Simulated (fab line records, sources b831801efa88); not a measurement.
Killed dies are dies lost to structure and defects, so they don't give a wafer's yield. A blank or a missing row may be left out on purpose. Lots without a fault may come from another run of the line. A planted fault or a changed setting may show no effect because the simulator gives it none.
Which tool did it? | flow sfq_line | 7 lots, 21 wafers sampled, at 2 steps of a route of 325

WHAT THE GAUGES READ, wafer by wafer
SFQ_M3_RS_MEAS_919: measures by four-point-probe.
lot  | measured     | on            | M3_NB_RS (ohm/sq)
L542 | day 45 09:57 | film_metro-04 | 0.886 0.894 0.886
L544 | day 45 21:58 | film_metro-03 | 0.964 0.971 0.964
L553 | day 50 13:07 | film_metro-01 | 0.893 0.891 0.893
L555 | day 51 01:18 | film_metro-04 | 0.895 0.895 0.905
L557 | day 51 11:55 | film_metro-01 | 0.886 0.891 0.878
L559 | day 52 05:57 | film_metro-01 | 0.895 0.893 0.901
L562 | day 52 21:40 | film_metro-03 | 0.899 0.899 0.891

WHICH TOOL RAN EACH LOT (tool, then ch and the chambers of the sampled wafers, then the start)
lot  | SFQ_TRILAYER_M3_DEP_SPUTTER_073
L542 | pvd_sputter-05, day 45 09:52
L544 | pvd_sputter-05, day 45 21:52
L553 | pvd_sputter-06, day 50 13:01
L555 | pvd_sputter-05, day 51 01:12
L557 | pvd_sputter-05, day 51 11:49
L559 | pvd_sputter-05, day 52 05:49
L562 | pvd_sputter-06, day 52 21:33
- SFQ_TRILAYER_M3_DEP_SPUTTER_073: material Nb, target thk 200 nm, time 133.3 s.

THE ANSWER, worked out from the rows above alone
Rule: what is usual is taken from the lots themselves. Put in order of their means at a reading, lots are off if they are a third of the lots or fewer, leave a main group of 4 or more, and stand apart from it by a gap of 3 or more times the standard deviation of the main group's means; of several such gaps the widest counts. A main group whose means are all the same, to the digits that the tables above print for the reading, isn't used. A lot without any number at a reading at which 4 lots or more have one is off too. The other lots that the step has rows for count as sound.
Off: L544, at SFQ_M3_RS_MEAS_919 (M3_NB_RS). The main group: mean 0.893 ohm/sq, standard deviation 0.0047.
A tool fits if, at a process step before that reading, it ran every lot that is off, and no sound lot after the first of them. The gauges at SFQ_M3_RS_MEAS_919 are tried like those tools. None of those tried fits.

WHAT THE SIMULATOR HAD PUT IN
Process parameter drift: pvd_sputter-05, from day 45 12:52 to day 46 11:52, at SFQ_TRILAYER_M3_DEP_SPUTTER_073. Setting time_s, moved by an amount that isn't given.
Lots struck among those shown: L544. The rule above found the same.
